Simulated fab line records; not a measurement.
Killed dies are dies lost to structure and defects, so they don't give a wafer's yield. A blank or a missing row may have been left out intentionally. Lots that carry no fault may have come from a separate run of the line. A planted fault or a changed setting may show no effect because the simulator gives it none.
A lot that was struck, set against a sound lot :: flow sky130 :: 18 out of 708 route steps
Sound: these wafers, L987.1, L987.4, L987.5. Wafers struck: L991.1, L991.2, L991.4. The cause is named last.
Per side, at each step with rows, come the tool, then ch with its chambers, and then its first start. Under that, the readings that differ: sound wafers :: struck wafers :: difference of the means :: sigmas: that difference in standard deviations of wafers without a fault.
alike: readings with means less than 2 such deviations apart, plus words and numbers identical on both sides. not compared: withheld readings, readings lacking a value on some wafer, bounds such as >300 that could conceal the same value, and numbers that have no deviation in the record and whose values overlap.
The two part at a step that has a row with sigmas, a row that says differs or no value, or rows on one side only. Non-overlapping numbers with no deviation appear without sigmas and do not part them. Lack of a reading on every wafer of one side parts them only where that side has two or more wafers.

first, 4 steps without rows for these wafers: SKY_SD_P_SOFTBAKE_03 (time 60 s); SKY_SD_P_EXPOSE_04 (exposes mask PSDM, target cd 380 nm); SKY_SD_P_PEB_05; SKY_SD_P_DEVELOP_06 (develop time 60 s).
SKY_SD_P_CD_MEAS_07: the cd target is 380 nm.
  struck on cd_sem-02, day 28 17:44; sound on cd_sem-02, day 26 16:58
  alike: cd_nm
SKY_SD_P_OVL_MEAS_08:
  struck on overlay-02, day 28 17:52; sound on overlay-01, day 26 17:05
  alike: SD_P_OVL
after that, 1 step had no rows for these wafers: SKY_SD_P_IMPLANT_09.
SKY_SD_P_STRIP_10: strips in O2/N2.
  sound on plasma_asher-02 ch 0,1, day 26 17:17; struck on plasma_asher-04 ch 0,1, day 28 18:02
  alike: drypump_motor_current_A, oes_product_au, strip_time_to_endpoint_s
  not compared: rf_hours_counter_h
SKY_SD_P_TW_MEAS_11:
  struck on film_metro-02, day 28 18:08; sound on film_metro-01, day 26 17:23
  alike: SD_P_TW
then, 3 steps without rows for these wafers: SKY_RES_XHIGH_DEHYDRATE_00 (time 60 s); SKY_RES_XHIGH_HMDS_01 (prime time 60 s); SKY_RES_XHIGH_COAT_02 (resist thk 1140 nm).
SKY_RES_XHIGH_SOFTBAKE_03: time 60 s.
  sound on litho_track-04 ch 0, day 27 07:11; struck on litho_track-04 ch 0, day 29 08:14
reading: heater_power_total_W (W)
sound: 56.60 56.60 56.61
struck: 62.28 62.24 62.24
difference: +5.65
sigmas: +99 or more

reading: run_length_s (s)
sound: 88.8 88.9 88.7
struck: 73.7 73.8 73.9
difference: -15.0
sigmas: -45
then, 2 steps without rows for these wafers: SKY_RES_XHIGH_EXPOSE_04 (exposes mask URPM, target cd 1270 nm); SKY_RES_XHIGH_PEB_05.
SKY_RES_XHIGH_DEVELOP_06: develop time 60 s.
  sound on litho_track-03 ch 0, day 27 21:32; struck on litho_track-04 ch 0, day 29 21:41
  not compared: model.NOVOLAK_of_RES_XHIGH_COAT_02.thk_nm
after that, 1 step had no rows for these wafers: SKY_RES_XHIGH_IMPLANT_07.
-- a jump in the record: the struck wafers' starts before and after are 18 days apart (it breaks off in module RES_XHIGH and resumes in module PAD_OPEN, where the first step shown is number 708 of the route) --
SKY_PAD_OPEN_PROBE_99:
  the record has rows for the struck wafers here (prober-01, day 48 02:27) and none for the sound ones

## WHERE THEY PART
At SKY_RES_XHIGH_SOFTBAKE_03 first; at SKY_PAD_OPEN_PROBE_99 last (within this record only).

WHY: whatever the simulator had introduced
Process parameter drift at SKY_RES_XHIGH_SOFTBAKE_03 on litho_track-04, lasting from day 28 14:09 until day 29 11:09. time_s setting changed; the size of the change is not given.
